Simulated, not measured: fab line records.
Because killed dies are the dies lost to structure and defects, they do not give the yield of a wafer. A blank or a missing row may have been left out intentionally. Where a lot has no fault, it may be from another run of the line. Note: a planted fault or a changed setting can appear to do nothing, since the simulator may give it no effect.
Matching of chambers	flow gf180mcu	GF_PASSIVATION_CVD_00 on pecvd-04 has 3 sister chambers
The step deposits SiO2 from TEOS, target thk 1000 nm, time 111.95 s. 14 wafers are shown with their chamber, then 7 later ones without.

== EACH WAFER AND ITS CHAMBER ==
wafer	chamber	heater_power_w (W)
L718.1	0	587
L718.2	1	664
L718.4	0	633
L722.1	0	597
L722.2	2	739
L722.5	0	664
L724.1	0	632
L724.2	1	676
L724.3	2	804
L726.4	0	550
L726.5	2	782
L726.6	1	618
L737.3	2	762
L737.4	2	808

SIGNATURES, as means of the wafers listed above
reading	chamber 0	chamber 1	chamber 2	scatter within a chamber
heater_power_w	610.50	652.67	779.00	35
Rule: distance of a wafer from a chamber = root of the sum over the readings of ((wafer's reading minus chamber's mean) / reading's scatter) squared. The wafer belongs to the nearest chamber; if the next one is less than 2 further off, it can't be placed. How the scatter is found: for the shown wafers, subtract from each reading the mean of its chamber, square and add these, divide the total by (wafers less chambers), then take the root.

== WAFERS WITHOUT THEIR CHAMBER ==
wafer	heater_power_w (W)
L737.5	537
L738.2	646
L738.4	684
L738.5	784
L739.2	644
L739.5	676
L739.6	754

== WHICH CHAMBER EACH WENT THROUGH ==
wafer	from the rows above	in truth
L737.5	can't be placed: 0 or 1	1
L738.2	can't be placed: 1 or 0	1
L738.4	can't be placed: 1 or 0 or 2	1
L738.5	2	2
L739.2	can't be placed: 1 or 0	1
L739.5	can't be placed: 1 or 0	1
L739.6	2	2
2 of 7 placed correctly. These rows do not allow placing 5 (true chamber among the candidates in 5). Number placed wrongly: 0.
